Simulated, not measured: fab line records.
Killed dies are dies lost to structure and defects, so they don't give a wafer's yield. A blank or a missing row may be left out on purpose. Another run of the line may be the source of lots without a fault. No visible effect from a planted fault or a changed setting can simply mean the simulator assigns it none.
Problem report, 8D (eight disciplines) form, completed by code / flow sky130 / the parts of the form that need people (team, actions taken, sign-off) are left out

== 1. PROBLEM STATEMENT ==
Wafers free of any fault read -1.5 nm (standard deviation 1.3) for GATE_OXIDE_OVL at SKY_GATE_OXIDE_OVL_MEAS_10, against a mean of 120.4 nm on 9 wafers of 3 lots. That puts it +94 standard deviations away from the usual mean.
Earliest sighting: wafer L967.2 on overlay-01 at day 20 04:37. At this step, 45 wafers from 15 lots have a number in the record. Rule for "out", or "out of limits": more than 4 standard deviations from the usual mean. Any other wafer with a number is counted as sound.

== 2. WHAT IT IS AND WHAT IT IS NOT ==
question=which readings at this step | is=GATE_OXIDE_OVL | is not=-
question=which lots | is=L967, L969, L971 | is not=L949, L950, L952, L953, L954, L955, L958, L959, L961, L962, L968, L972
question=which wafers of those lots | is=all that have a number | is not=-
question=read on which gauges | is=overlay-01 | is not=overlay-02
question=when | is=from day 20 04:37 | is not=up to then (30 sound wafers); but 6 sound wafers of L968, L972 came after

== 3. THE SUSPECTS, EACH WITH WHAT RULES IT OUT ==
Counting: any tool at a process step up to the reading is kept as a suspect provided that every lot that is out went through it and no sound lot did after the first of them.
- the gauge at SKY_GATE_OXIDE_OVL_MEAS_10: kept. All the wafers that are out were read on overlay-01, and no step on other tools shows them out.
- ilineStepper-01 at SKY_GATE_OXIDE_EXPOSE_07 (exposes mask LVOM, target cd 600 nm): kept. It processed each lot that is out, first L967 at day 19 13:26, and no sound lot thereafter; up to then, the last sound lot it processed was L961 at day 17 13:37.
What counting leaves: ilineStepper-01 at SKY_GATE_OXIDE_EXPOSE_07 and overlay-01 at SKY_GATE_OXIDE_OVL_MEAS_10.

== 4. THE CAUSE (what the simulator had put in) ==
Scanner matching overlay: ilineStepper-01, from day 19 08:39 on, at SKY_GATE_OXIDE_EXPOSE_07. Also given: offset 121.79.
2 suspects survive the count, and this tool is in that group.

== 5. THE CHAIN OF EFFECTS, in route order ==
One row per reading whose mean, taken over the struck wafers that have a number, lies over 3 standard deviations from the usual. Scope: only readings with a usual standard deviation given in the record; hours: median across lots of the time from each lot's start at the first step in this table that gives one to its start at this step; sigmas: change in usual standard deviations.
hours=0; step=SKY_GATE_OXIDE_OVL_MEAS_10; reading=GATE_OXIDE_OVL; usual=-1.5 nm; on struck wafers=120.4; change=+121.9; sigmas=+94

== 6. WHAT WOULD HAVE CAUGHT IT SOONER ==
Counted from the fault's start at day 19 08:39, it took 20 hours until the first out-of-limits reading at a measuring or inspecting step in this record, taken at day 20 04:37.
An alarm limit of 4 standard deviations would not have fired on the tool readings at SKY_GATE_OXIDE_EXPOSE_07 for which the record gives a usual standard deviation, since none of them was out on any struck wafer.
Lots out: 3; of these, L969, L971 started SKY_GATE_OXIDE_EXPOSE_07 on ilineStepper-01 after day 20 04:37. A hold on the tool at that time would have spared those 2.
